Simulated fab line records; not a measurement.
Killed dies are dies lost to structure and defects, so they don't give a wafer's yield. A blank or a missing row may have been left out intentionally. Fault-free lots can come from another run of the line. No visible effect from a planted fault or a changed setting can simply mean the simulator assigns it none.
Lot-split experiment + flow gf180mcu + 23 wafers read from 5 lots, route of 602 steps

THE SPLIT ITSELF
At GF_STI_PEB_10 (peb time 90 s), the setting peb temp c was moved away from the recipe's 135 C on 11 of the 23 wafers read, by -2.4% to +2.8%. For the rest of the wafers, this setting stayed at what the recipe calls for.

FROM SPLIT TO READING: 1 step shown by the file between the two
- GF_STI_DEVELOP_11: develop time 60 s

THE READING
cd nm, in nm, at GF_STI_CD_MEAS_12 (target cd 220 nm). On this fab line, fault-free wafers typically give 220.2 nm with a standard deviation of 1.1 nm.

| wafer  | tool, chamber at the split | peb temp c as run, C | against the recipe | cd nm, nm | against lot-mates on the recipe |
|--------|----------------------------|----------------------|--------------------|-----------|---------------------------------|
| L075.1 | litho track-03, 0          | 132.8                | -1.6%              | 228.4     | +8.2                            |
| L075.2 | litho track-03, 0          | 132.8                | -1.6%              | 226.9     | +6.7                            |
| L075.3 | litho track-03, 0          | 135                  | recipe             | 220.0     | -                               |
| L075.5 | litho track-03, 0          | 135                  | recipe             | 220.6     | -                               |
| L075.6 | litho track-03, 0          | 135                  | recipe             | 220.1     | -                               |
| L076.1 | litho track-04, 0          | 135                  | recipe             | 219.8     | -                               |
| L076.2 | litho track-04, 0          | 135                  | recipe             | 220.1     | -                               |
| L076.3 | litho track-04, 0          | 138.8                | +2.8%              | 211.5     | -8.4                            |
| L076.5 | litho track-04, 0          | 138.8                | +2.8%              | 210.5     | -9.4                            |
| L076.6 | litho track-04, 0          | 138.8                | +2.8%              | 211.4     | -8.5                            |
| L079.1 | litho track-04, 0          | 131.8                | -2.4%              | 230.3     | +9.5                            |
| L079.2 | litho track-04, 0          | 135                  | recipe             | 221.2     | -                               |
| L079.3 | litho track-04, 0          | 135                  | recipe             | 220.4     | -                               |
| L079.4 | litho track-04, 0          | 131.8                | -2.4%              | 231.0     | +10.2                           |
| L079.5 | litho track-04, 0          | 131.8                | -2.4%              | 229.8     | +9.0                            |
| L080.1 | litho track-02, 0          | 135                  | recipe             | 220.1     | -                               |
| L080.2 | litho track-02, 0          | 135                  | recipe             | 218.7     | -                               |
| L080.6 | litho track-02, 0          | 135                  | recipe             | 219.1     | -                               |
| L085.1 | litho track-03, 0          | 135                  | recipe             | 220.0     | -                               |
| L085.2 | litho track-03, 0          | 133.6                | -1.0%              | 223.3     | +3.4                            |
| L085.4 | litho track-03, 0          | 133.6                | -1.0%              | 224.2     | +4.3                            |
| L085.5 | litho track-03, 0          | 135                  | recipe             | 219.8     | -                               |
| L085.6 | litho track-03, 0          | 133.6                | -1.0%              | 224.5     | +4.6                            |

FIT RESULTS
A straight line over all 23 wafers: cd nm changes by -3.73 nm for each +1% of peb temp c; r = -0.98; the points scatter about the line by 0.99 nm.
The same after taking each lot's own level away (the mean of its wafers on the recipe; 23 wafers): -3.6 nm for each +1%; r = -0.99; scatter 0.79 nm.
Per that fit: largest peb temp c move, reading shift of 10 nm.
The span of the lots' own levels, 219.30 to 220.80 nm, comes to 1.4 times the standard deviation stated above.
So the lot-to-lot level changes the slope little: the two slopes agree.
Check: for one of the wafers moved furthest among these (+2.8%), held out of the fit, the line's prediction against its lot-mates is -10 nm. It came out at -8.45 nm against them.

THE OTHER SPLITS THESE WAFERS WENT THROUGH
Other splits were also applied to these wafers ahead of the reading. Each is held against what the fit with the lots' levels taken away leaves over:
| other split on the same wafers | wafers away from the commonest value | r with cd nm (lot level and that fit taken away) |
|--------------------------------|--------------------------------------|--------------------------------------------------|
| GF_STI_CVD_03 temp c           | 15                                   | -0.07                                            |

THE WHOLE CHAIN: every reading that the file lists as answering this split, in the file's order
| step              | what it does                                                                       | reading                                                    | change (the file's fit)              | r (the file's) |
|-------------------|------------------------------------------------------------------------------------|------------------------------------------------------------|--------------------------------------|----------------|
| GF_STI_CD_MEAS_12 | target cd 220 nm                                                                   | cd nm                                                      | -3.69 nm for each +1% of the setting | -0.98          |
| GF_STI_ETCH_13    | etches the open film in CHF3/O2, stops on Si, target depth 282.31 nm, time 112.9 s | STI.cd nm (the simulator's own value, which no gauge read) | -3.61 nm for each +1% of the setting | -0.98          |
| GF_STI_ETCH_14    | etches Si in HBr/Cl2/O2, target depth 360 nm, time 102.9 s                         | STI.cd nm (the simulator's own value, which no gauge read) | -3.67 nm for each +1% of the setting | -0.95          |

FILE'S OWN FIT
cd nm changes by -3.69 nm for each +1% of peb temp c, r = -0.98.
